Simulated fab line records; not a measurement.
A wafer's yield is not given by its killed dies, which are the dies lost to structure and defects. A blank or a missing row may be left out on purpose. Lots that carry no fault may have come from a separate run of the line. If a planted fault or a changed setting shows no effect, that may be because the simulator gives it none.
Which of the tools did it? :: flow gf180mcu :: 13 lots with 38 wafers sampled at 5 steps, on a route of 602 steps

## WHAT THE GAUGES SHOWED, per wafer
GF_V1_RS_MEAS_24: measurement is done with a four-point probe. Usual: V1_W_RS 0.329 ohm/sq, standard deviation 0.0031.
lot: L897
measured: day 18 05:31
on: filmMetro-01
V1_W_RS (ohm/sq): 0.328 0.327 0.330
flag: 

lot: L898
measured: day 18 10:05
on: filmMetro-01
V1_W_RS (ohm/sq): 0.325 0.326 0.327
flag: 

lot: L900
measured: day 19 08:11
on: filmMetro-03
V1_W_RS (ohm/sq): 0.322 0.323 0.324
flag: 

lot: L901
measured: day 19 09:20
on: filmMetro-03
V1_W_RS (ohm/sq): 0.329 0.330 0.331
flag: 

lot: L902
measured: day 19 22:43
on: filmMetro-01
V1_W_RS (ohm/sq): 0.330 0.329 0.335
flag: 

lot: L904
measured: day 20 14:36
on: filmMetro-01
V1_W_RS (ohm/sq): 0.326 0.325 0.329
flag: 

lot: L908
measured: day 22 12:56
on: filmMetro-03
V1_W_RS (ohm/sq): 0.325 0.326 0.339
flag: 

lot: L909
measured: day 23 03:29
on: filmMetro-03
V1_W_RS (ohm/sq): 0.331 0.340 0.331 0.339
flag: 

lot: L910
measured: day 23 08:35
on: filmMetro-04
V1_W_RS (ohm/sq): 0.329 0.342 0.340 0.329 0.342 0.341
flag: 

lot: L913
measured: day 24 03:27
on: filmMetro-03
V1_W_RS (ohm/sq): 0.336 0.331 0.336
flag: 

lot: L916
measured: day 24 23:08
on: filmMetro-03
V1_W_RS (ohm/sq): 0.328 0.326 0.328
flag: 

lot: L918
measured: day 25 10:58
on: filmMetro-01
V1_W_RS (ohm/sq): 0.325 0.327 0.327
flag: 

lot: L920
measured: day 25 23:19
on: filmMetro-03
V1_W_RS (ohm/sq): 0.330 0.331 0.329
flag: 

GF_M2_THK_MEAS_06: measures by xrf. Usual: M2_ALCU_THK 458 nm, standard deviation 5.
lot: L897
measured: day 18 06:20
on: filmMetro-03
M2_ALCU_THK (nm): 457 454 460
flag: 

lot: L898
measured: day 18 10:54
on: filmMetro-02
M2_ALCU_THK (nm): 456 458 453
flag: 

lot: L900
measured: day 19 08:59
on: filmMetro-02
M2_ALCU_THK (nm): 461 464 470
flag: 

lot: L901
measured: day 19 10:10
on: filmMetro-03
M2_ALCU_THK (nm): 459 462 457
flag: 

lot: L902
measured: day 19 23:53
on: filmMetro-02
M2_ALCU_THK (nm): 462 460 472
flag: 

lot: L904
measured: day 20 15:25
on: filmMetro-03
M2_ALCU_THK (nm): 448 447 449
flag: 

lot: L908
measured: day 22 13:46
on: filmMetro-02
M2_ALCU_THK (nm): 454 453 456
flag: 

lot: L909
measured: day 23 14:20
on: filmMetro-04
M2_ALCU_THK (nm): 461 463
flag: 

lot: L910
measured: day 23 10:38
on: filmMetro-02
M2_ALCU_THK (nm): 461 457 462
flag: 

lot: L913
measured: day 24 04:16
on: filmMetro-03
M2_ALCU_THK (nm): 455 457 457
flag: 

lot: L916
measured: day 25 00:15
on: filmMetro-04
M2_ALCU_THK (nm): 451 449 450
flag: 

lot: L918
measured: day 25 11:47
on: filmMetro-02
M2_ALCU_THK (nm): 461 455 460
flag: 

lot: L920
measured: day 26 00:07
on: filmMetro-02
M2_ALCU_THK (nm): 459 460 462
flag: 

## EACH LOT AND THE TOOL THAT RAN IT (in order: tool; ch and the chambers of the sampled wafers; start)
lot: L897
GF_V1_CVD_02: pecvd-02 ch 1,2, day 17 04:24
GF_V1_SPUTTER_21: pvdSputter-03, day 18 05:17
GF_V1_CVD_23: cvdW-01 ch 0,1, day 18 05:23

lot: L898
GF_V1_CVD_02: pecvd-02 ch 0,1, day 17 08:46
GF_V1_SPUTTER_21: pvdSputter-04, day 18 09:52
GF_V1_CVD_23: cvdW-01 ch 0,1, day 18 09:58

lot: L900
GF_V1_CVD_02: pecvd-04 ch 0,1,2, day 18 07:29
GF_V1_SPUTTER_21: pvdSputter-03, day 19 07:56
GF_V1_CVD_23: cvdW-01 ch 0,1, day 19 08:02

lot: L901
GF_V1_CVD_02: pecvd-01 ch 0,1, day 18 08:22
GF_V1_SPUTTER_21: pvdSputter-02, day 19 09:07
GF_V1_CVD_23: cvdW-02 ch 0,1, day 19 09:13

lot: L902
GF_V1_CVD_02: pecvd-02 ch 0,1,2, day 18 20:52
GF_V1_SPUTTER_21: pvdSputter-02, day 19 22:29
GF_V1_CVD_23: cvdW-02 ch 0,1, day 19 22:35

lot: L904
GF_V1_CVD_02: pecvd-02 ch 0,2, day 19 13:59
GF_V1_SPUTTER_21: pvdSputter-04, day 20 14:22
GF_V1_CVD_23: cvdW-01 ch 0,1, day 20 14:28

lot: L908
GF_V1_CVD_02: pecvd-01 ch 0,1, day 21 12:52
GF_V1_SPUTTER_21: pvdSputter-03, day 22 12:44
GF_V1_CVD_23: cvdW-01 ch 0,1, day 22 12:50

lot: L909
GF_V1_CVD_02: pecvd-01 ch 1, day 22 03:16
GF_V1_SPUTTER_21: pvdSputter-03, day 23 03:16
GF_V1_CVD_23: cvdW-01 ch 1, day 23 03:22

lot: L910
GF_V1_CVD_02: pecvd-01 ch 0,1, day 22 08:41
GF_V1_SPUTTER_21: pvdSputter-03, day 23 08:22
GF_V1_CVD_23: cvdW-01 ch 0, day 23 08:28

lot: L913
GF_V1_CVD_02: pecvd-01 ch 0,1,2, day 23 03:42
GF_V1_SPUTTER_21: pvdSputter-04, day 24 03:14
GF_V1_CVD_23: cvdW-02 ch 0,1, day 24 03:20

lot: L916
GF_V1_CVD_02: pecvd-01 ch 0,1,2, day 23 23:10
GF_V1_SPUTTER_21: pvdSputter-03, day 24 22:55
GF_V1_CVD_23: cvdW-02 ch 0,1, day 24 23:01

lot: L918
GF_V1_CVD_02: pecvd-02 ch 0,1, day 24 11:54
GF_V1_SPUTTER_21: pvdSputter-03, day 25 10:46
GF_V1_CVD_23: cvdW-01 ch 0,1, day 25 10:52

lot: L920
GF_V1_CVD_02: pecvd-02 ch 0,2, day 25 00:23
GF_V1_SPUTTER_21: pvdSputter-03, day 25 23:05
GF_V1_CVD_23: cvdW-02 ch 0,1, day 25 23:11
- GF_V1_CVD_02: deposits SiO2 from TEOS, target thk 850 nm, time 94.851 s.
- GF_V1_SPUTTER_21: material Ti, target thk 15 nm, time 80.02 s.
- GF_V1_CVD_23: deposits W, target thk 350 nm, time 105.05 s.

## WHAT THE TOOLS THEMSELVES READ (means of the sampled wafers that have a number; where no wafer has one, the mark that the record gives instead)
GF_V1_CVD_02. Usual: heaterPowerW 649 W, standard deviation 100; rfFwdPowerW 596.7 W, standard deviation 1.8.
lot: L897
tool: pecvd-02
heaterPowerW (W): 643
rfFwdPowerW (W): 594.8
flag: 

lot: L898
tool: pecvd-02
heaterPowerW (W): 719
rfFwdPowerW (W): 597.2
flag: 

lot: L900
tool: pecvd-04
heaterPowerW (W): 630
rfFwdPowerW (W): 597.3
flag: 

lot: L901
tool: pecvd-01
heaterPowerW (W): 624
rfFwdPowerW (W): 596.4
flag: 

lot: L902
tool: pecvd-02
heaterPowerW (W): 737
rfFwdPowerW (W): 597.4
flag: 

lot: L904
tool: pecvd-02
heaterPowerW (W): 665
rfFwdPowerW (W): 597.9
flag: 

lot: L908
tool: pecvd-01
heaterPowerW (W): 544
rfFwdPowerW (W): 597.3
flag: 

lot: L909
tool: pecvd-01
heaterPowerW (W): 472
rfFwdPowerW (W): 597.5
flag: 

lot: L910
tool: pecvd-01
heaterPowerW (W): 573
rfFwdPowerW (W): 598.6
flag: 

lot: L913
tool: pecvd-01
heaterPowerW (W): 540
rfFwdPowerW (W): 597.7
flag: 

lot: L916
tool: pecvd-01
heaterPowerW (W): 525
rfFwdPowerW (W): 596.3
flag: 

lot: L918
tool: pecvd-02
heaterPowerW (W): 734
rfFwdPowerW (W): 596.9
flag: 

lot: L920
tool: pecvd-02
heaterPowerW (W): 682
rfFwdPowerW (W): 596.6
flag: 

GF_V1_SPUTTER_21. Usual: chamberPressurePa 4.998 Pa, standard deviation 0.0094; throttleValvePct 30.4 %, standard deviation 1.3.
lot: L897
tool: pvdSputter-03
chamberPressurePa (Pa): 4.993
throttleValvePct (%): 30.9
flag: 

lot: L898
tool: pvdSputter-04
chamberPressurePa (Pa): 5.008
throttleValvePct (%): 30.9
flag: 

lot: L900
tool: pvdSputter-03
chamberPressurePa (Pa): 4.997
throttleValvePct (%): 29.1
flag: 

lot: L901
tool: pvdSputter-02
chamberPressurePa (Pa): 4.995
throttleValvePct (%): 30.3
flag: 

lot: L902
tool: pvdSputter-02
chamberPressurePa (Pa): 4.986
throttleValvePct (%): 29.4
flag: 

lot: L904
tool: pvdSputter-04
chamberPressurePa (Pa): 4.993
throttleValvePct (%): 30.8
flag: 

lot: L908
tool: pvdSputter-03
chamberPressurePa (Pa): 4.995
throttleValvePct (%): 29.9
flag: 

lot: L909
tool: pvdSputter-03
chamberPressurePa (Pa): 5.008
throttleValvePct (%): 31.3
flag: 

lot: L910
tool: pvdSputter-03
chamberPressurePa (Pa): 5.003
throttleValvePct (%): 30.3
flag: 

lot: L913
tool: pvdSputter-04
chamberPressurePa (Pa): 4.989
throttleValvePct (%): 30.9
flag: 

lot: L916
tool: pvdSputter-03
chamberPressurePa (Pa): 4.994
throttleValvePct (%): 30.1
flag: 

lot: L918
tool: pvdSputter-03
chamberPressurePa (Pa): 5.001
throttleValvePct (%): 29.1
flag: 

lot: L920
tool: pvdSputter-03
chamberPressurePa (Pa): 5.002
throttleValvePct (%): 30.2
flag: 

GF_V1_CVD_23. Usual: heaterPowerW reads 828 W (standard deviation 160).
lot: L897
tool: cvdW-01
heaterPowerW (W): 993
flag: 

lot: L898
tool: cvdW-01
heaterPowerW (W): 919
flag: 

lot: L900
tool: cvdW-01
heaterPowerW (W): 985
flag: 

lot: L901
tool: cvdW-02
heaterPowerW (W): 679
flag: 

lot: L902
tool: cvdW-02
heaterPowerW (W): 677
flag: 

lot: L904
tool: cvdW-01
heaterPowerW (W): 990
flag: 

lot: L908
tool: cvdW-01
heaterPowerW (W): 991
flag: 

lot: L909
tool: cvdW-01
heaterPowerW (W): 1042
flag: 

lot: L910
tool: cvdW-01
heaterPowerW (W): 867
flag: 

lot: L913
tool: cvdW-02
heaterPowerW (W): 689
flag: 

lot: L916
tool: cvdW-02
heaterPowerW (W): 694
flag: 

lot: L918
tool: cvdW-01
heaterPowerW (W): 985
flag: 

lot: L920
tool: cvdW-02
heaterPowerW (W): 683
flag: 

## THE ANSWER, worked out from the rows above alone
Rule: lot off if the mean of its wafers having a number is beyond 3 standard deviations from the usual mean. Also off: a lot with no number at a reading for which 4 or more lots have one. All remaining lots with rows at the step are treated as sound. Order of review: gauges by route order, followed by the tools' own readings, for which a lot's mean as printed above is used. The first step at which some lot is off is used, and at that step the reading that is off furthest; a lot without a number counts as furthest.
None of the lots is off at any reading shown; this tells nothing.

## WHAT THE SIMULATOR HAD INSERTED
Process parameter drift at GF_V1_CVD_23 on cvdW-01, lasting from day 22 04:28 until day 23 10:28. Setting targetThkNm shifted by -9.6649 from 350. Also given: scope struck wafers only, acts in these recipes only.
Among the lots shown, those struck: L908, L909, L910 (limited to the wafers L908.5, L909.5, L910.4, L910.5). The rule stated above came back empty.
